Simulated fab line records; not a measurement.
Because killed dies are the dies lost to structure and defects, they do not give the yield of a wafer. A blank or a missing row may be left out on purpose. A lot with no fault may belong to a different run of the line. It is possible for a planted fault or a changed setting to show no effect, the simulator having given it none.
Struck lot and sound lot, side by side -- flow sky130 -- 17 out of 708 route steps
Sound: these wafers, L776.1, L776.2, L776.6. Wafers L779.1, L779.4, L779.6 were the ones struck. The cause is named last.
Order at every step that has rows: each side's tool, ch and its chambers, its first start. Under that, the readings that differ: sound wafers -- struck wafers -- difference of the means -- sigmas: that difference in standard deviations of wafers without a fault.
alike: same words and numbers on both sides, and readings whose means sit less than 2 such deviations apart. not compared: any withheld reading, any reading some wafer has no value for, any bound like >300 that may hide the same value, and any number with overlapping values for which the record gives no deviation.
The two part at a step that has a row with sigmas, a row that says differs or no value, or rows on one side only. Numbers that don't overlap but have no deviation are shown without sigmas and don't part them. A reading missing from all wafers of one side parts the sides only when that side holds two or more wafers.

SKY_LDD_HVP_STRIP_09: strips in O2/N2.
  sound on plasma-asher-03 ch 0,1, day 23 04:59; struck on plasma-asher-01 ch 0, day 24 06:58
reading,sound,struck,difference,sigmas
drypump-motor-current-A (A),4.9 5.2 5.2,6.0 6.0 6.0,+0.9,+2
  alike: oes-product-au, strip-time-to-endpoint-s
  not compared: rf-hours-counter-h
SKY_LDD_HVP_TW_MEAS_10:
  sound: film-metro-04 at day 23 05:05; struck: film-metro-02 at day 24 07:04
  alike: LDD_HVP_TW
then, 7 steps without rows for these wafers: SKY_LDD_LDN_DEHYDRATE_00 (time 60 s); SKY_LDD_LDN_HMDS_01 (prime time 60 s); SKY_LDD_LDN_COAT_02 (resist thk 1140 nm); SKY_LDD_LDN_SOFTBAKE_03 (time 60 s); SKY_LDD_LDN_EXPOSE_04 (exposes mask LDNTM, target cd 700 nm); SKY_LDD_LDN_PEB_05; SKY_LDD_LDN_DEVELOP_06 (develop time 60 s).
SKY_LDD_LDN_OVL_MEAS_07:
  sound: overlay-02 at day 24 10:51; struck: overlay-02 at day 25 11:03
  alike: LDD_LDN_OVL
then, 2 steps without rows for these wafers: SKY_LDD_LDN_IMPLANT_08; SKY_LDD_LDN_IMPLANT_09.
SKY_LDD_LDN_IMPLANT_10:
  sound on implanter-01 ch 0, day 24 11:11; struck on implanter-03 ch 0, day 25 11:41
reading,sound,struck,difference,sigmas
dose-ions-cm2,1.2511e+13 1.2477e+13 1.2518e+13,4.337e+12 4.357e+12 4.354e+12,-8.153e+12,-99 or more
faraday-current-uA,72.2 68.4 70.8,24.5 24.7 23.8,-46.1,-33
  alike: end-station-pressure-torr
then, 1 step without rows for these wafers: SKY_LDD_LDN_IMPLANT_11.
SKY_LDD_LDN_STRIP_12: strips in O2/N2.
  sound on plasma-asher-04 ch 0,1, day 24 11:29; struck on plasma-asher-01 ch 0,1, day 25 11:59
  alike: drypump-motor-current-A, oes-product-au, strip-time-to-endpoint-s
  not compared: rf-hours-counter-h
SKY_LDD_LDN_TW_MEAS_13:
  sound: film-metro-02 at day 24 11:35; struck: film-metro-02 at day 25 12:19
reading,sound,struck,difference,sigmas
LDD_LDN_TW,1460 1470 1468,1385 1393 1388,-77,-10
  not compared: hold
-- here the record skips 22 days between the struck wafers' starts before and after, leaving off in module LDD_LDN and picking up in module PAD_OPEN (first step shown: number 708 of the route) --
SKY_PAD_OPEN_PROBE_99:
  sound: prober-01 at day 46 19:04; struck: prober-02 at day 47 16:31
reading,sound,struck,difference,sigmas
model.etest.tip-sonos.rs-ohm-sq,2692 2715 2664,2897 2898 2902,+209,
  alike: killed_at_M0_to_M3, killed_at_M4_up, killed-at-contacts, killed-at-front-end, killed-at-other, killed-dies, killed-open, killed-short

== WHERE THEY PART ==
Earliest at SKY_LDD_HVP_STRIP_09; latest, in this record, at SKY_LDD_LDN_TW_MEAS_13. Later steps at which nothing parts them and some readings are alike: SKY_PAD_OPEN_PROBE_99.

WHY: whatever the simulator had introduced
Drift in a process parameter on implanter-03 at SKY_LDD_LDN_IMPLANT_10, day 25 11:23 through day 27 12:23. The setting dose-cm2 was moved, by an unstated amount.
